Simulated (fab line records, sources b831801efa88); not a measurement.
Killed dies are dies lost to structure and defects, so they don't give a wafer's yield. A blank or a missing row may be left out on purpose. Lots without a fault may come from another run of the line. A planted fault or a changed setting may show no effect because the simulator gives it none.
Problem report in the 8D (eight disciplines) form, filled by code | flow sky130 | the parts of the form that need people (team, actions taken, sign-off) are left out

1. THE PROBLEM
METAL2_ALCU_THK at SKY_METAL2_THK_MEAS_06 reads a mean of 240 nm on 6 wafers of 2 lots; wafers without a fault read 256 nm with a standard deviation of 3.1. That is -5.0 standard deviations from the usual mean.
The step: measures by xrf.
First seen on wafer L709.1, day 38 01:34, on film_metro-01. The record holds 30 wafers of 10 lots with a number at this step. Rule for "out", or "out of limits": more than 4 standard deviations from the usual mean. The other wafers with a number count as sound.

2. WHAT IT IS AND WHAT IT IS NOT
question                    | is                           | is not
which readings at this step | METAL2_ALCU_THK              | -
which lots                  | L709, L711                   | L698, L701, L712, L714, L715, L716, L717, L719
which wafers of those lots  | all that have a number       | -
read on which gauges        | film_metro-01, film_metro-03 | film_metro-02
when                        | from day 38 01:34            | up to then (6 sound wafers); but 18 sound wafers of L712, L714, L715, L716, L717, L719 came after

3. SUSPECTS, AND WHAT RULES EACH OUT
Counting: a tool at a process step up to the reading stays a suspect if it ran every lot that is out and no sound lot after the first of them.
- the gauge at SKY_METAL2_THK_MEAS_06: ruled out. The wafers that are out were read on 2 gauges (film_metro-01, film_metro-03).
- pvd_sputter-02 at SKY_METAL2_SPUTTER_01 (material TiN, target thk 20 nm, time 16.7 s): kept. It ran every lot that is out, first L709 (day 37 20:28), and no sound lot after that; its last sound lot up to then is L701 (day 35 21:53).
- pvd_sputter-02 at SKY_METAL2_SPUTTER_04 (material TiN, target thk 70 nm, time 58.3 s): kept. It ran every lot that is out, first L709 (day 37 20:32), and no sound lot after that; its last sound lot up to then is L701 (day 35 21:57).
Left after counting: pvd_sputter-02 at SKY_METAL2_SPUTTER_01, pvd_sputter-02 at SKY_METAL2_SPUTTER_04.

4. THE CAUSE (what the simulator had put in)
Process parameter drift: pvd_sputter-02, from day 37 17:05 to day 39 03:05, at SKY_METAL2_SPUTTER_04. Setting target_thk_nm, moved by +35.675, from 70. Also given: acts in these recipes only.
Counting left 2 suspects, and this tool is among them.

5. THE CHAIN OF EFFECTS, in route order
Each row: a reading whose mean over the struck wafers that have a number lies more than 3 standard deviations from the usual. Only readings for which the record gives a usual standard deviation are gone through. hours: the time from each lot's start at the first step in this table that gives one to its start at this step, as a median over the lots. sigmas: the change in usual standard deviations.
hours | step                   | reading         | usual  | on struck wafers | change | sigmas
0     | SKY_METAL2_THK_MEAS_06 | METAL2_ALCU_THK | 256 nm | 240              | -16    | -5.0

6. WHAT WOULD HAVE CAUGHT IT SOONER
In this record the first reading out of limits at a measuring or inspecting step was taken at day 38 01:34, 8 hours after the fault began at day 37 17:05.
Of the tool readings at SKY_METAL2_SPUTTER_04 for which the record gives a usual standard deviation, none was out on any struck wafer, so an alarm limit of 4 standard deviations on them would not have fired.
Of the lots that are out (2), L711 began SKY_METAL2_SPUTTER_04 on pvd_sputter-02 after day 38 01:34. A hold on the tool at that time would have spared it.
